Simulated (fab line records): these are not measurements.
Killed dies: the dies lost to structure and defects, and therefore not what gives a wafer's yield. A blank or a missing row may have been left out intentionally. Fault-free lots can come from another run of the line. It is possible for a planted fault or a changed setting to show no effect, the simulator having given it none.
Comparing a struck lot with a sound one | flow sky130 | 16 out of 708 route steps
Sound: these wafers, L565.1, L565.2, L565.5. Struck: wafer L553.2 (left out: L553.6, a lot-mate that was not struck); the cause follows at the end.
For every step that has rows: the tool of each side, followed by ch and its chambers, followed by its first start. Under that, the readings that differ: sound wafers | struck wafers | difference of the means | sigmas: that difference in standard deviations of wafers without a fault.
alike: readings with means less than 2 such deviations apart, plus words and numbers identical on both sides. not compared: withheld readings, readings lacking a value on some wafer, bounds such as >300 that could conceal the same value, and numbers that have no deviation in the record and whose values overlap.
Wherever a step has rows on one side only, a row that says differs or no value, or a row with sigmas, the two part there. Non-overlapping numbers with no deviation appear without sigmas and do not part them. A reading missing from all wafers of one side parts the sides only when that side holds two or more wafers.

SKY_LDD_P_OVL_MEAS_08:
  sound: overlay-02 at day 24 19:20; struck: overlay-02 at day 20 03:41
  alike: LDD_P_OVL
following that, these wafers have no rows for 1 step: SKY_LDD_P_IMPLANT_09.
SKY_LDD_P_STRIP_10: strips in O2/N2.
  sound on plasmaAsher-01 ch 0,1, day 24 19:31; struck on plasmaAsher-01 ch 1, day 20 03:52
  alike: chamberPressureMTorr, drypumpMotorCurrentA, o2FlowSccm, oesProductAu, stripTimeToEndpointS
  not compared: rfHoursCounterH
SKY_LDD_P_TW_MEAS_11:
  sound: filmMetro-03 at day 24 19:37; struck: filmMetro-04 at day 20 03:58
reading  | sound       | struck | difference | sigmas
LDD_P_TW | 628 628 628 | 637    | +9         | +2
then, 7 steps without rows for these wafers: SKY_LDD_HVN_DEHYDRATE_00 (time 60 s); SKY_LDD_HVN_HMDS_01 (prime time 60 s); SKY_LDD_HVN_COAT_02 (resist thk 300 nm); SKY_LDD_HVN_SOFTBAKE_03 (time 60 s); SKY_LDD_HVN_EXPOSE_04 (exposes mask HVNTM, target cd 700 nm); SKY_LDD_HVN_PEB_05; SKY_LDD_HVN_DEVELOP_06 (develop time 60 s).
SKY_LDD_HVN_OVL_MEAS_07:
  sound: overlay-01 at day 26 00:59; struck: overlay-02 at day 21 10:41
  alike: LDD_HVN_OVL
SKY_LDD_HVN_IMPLANT_08:
  sound on implanter-01 ch 0, day 26 01:01; struck on implanter-01 ch 0, day 21 10:44
  alike: beamEnergyKeV
SKY_LDD_HVN_STRIP_09: strips in O2/N2.
  sound on plasmaAsher-02 ch 0,1, day 26 01:10; struck on plasmaAsher-04 ch 0, day 21 10:52
  alike: chamberPressureMTorr, drypumpMotorCurrentA, o2FlowSccm, oesProductAu, stripTimeToEndpointS
  not compared: rfHoursCounterH
SKY_LDD_HVN_TW_MEAS_10:
  sound: filmMetro-04 at day 26 01:16; struck: filmMetro-03 at day 21 11:12
reading    | sound          | struck | difference | sigmas
LDD_HVN_TW | 1430 1432 1434 | 1363   | -69        | -6
  not compared: hold
-- a jump in the record: the struck wafers' starts before and after are 25 days apart (it breaks off in module LDD_HVN and resumes in module PAD_OPEN, where the first step shown is number 708 of the route) --
SKY_PAD_OPEN_PROBE_99:
  sound: prober-02 at day 49 16:09; struck: prober-01 at day 46 17:29
reading                                   | sound                     | struck  | difference | sigmas
model.etest.tip_n_5v.rsOhmSq              | 1388 1386 1382            | 1709    | +324       | 
model.etest.tip_n_5v.rsOhmSqRange         | 24.81 22.89 38.45         | 325.2   | +296.5     | 
model.etest.tip_n_5v.rsOhmSqRimLessCentre | -10.01 10.99 3.471        | -149.8  | -151.3     | 
model.etest.nfetG5v0d10v5.rOnOhmUm        | 1856 1889 1860            | 1926    | +58        | 
model.etest.nfetG5v0d10v5.driveUaUm       | 623 603.4 622.4           | 601.6   | -14.7      | 
model.etest.nfetG5v0d10v5.vtSatV (V)      | 0.7505 0.7486 0.7448      | 0.7762  | +0.0282    | 
model.etest.nfetG5v0d10v5.vtVRange        | 0.007106 0.01343 0.007777 | 0.01699 | +0.00755   | 
  alike: killed_at_M0_to_M3, killed_at_M4_up, killedAtContacts, killedAtFrontEnd, killedAtOther, killedDies, killedOpen, killedShort

## WHERE THEY PART
At SKY_LDD_P_TW_MEAS_11 first; at SKY_LDD_HVN_TW_MEAS_10 last (within this record only). Later steps at which nothing parts them and some readings are alike: SKY_PAD_OPEN_PROBE_99.

WHY: what the simulator had put in
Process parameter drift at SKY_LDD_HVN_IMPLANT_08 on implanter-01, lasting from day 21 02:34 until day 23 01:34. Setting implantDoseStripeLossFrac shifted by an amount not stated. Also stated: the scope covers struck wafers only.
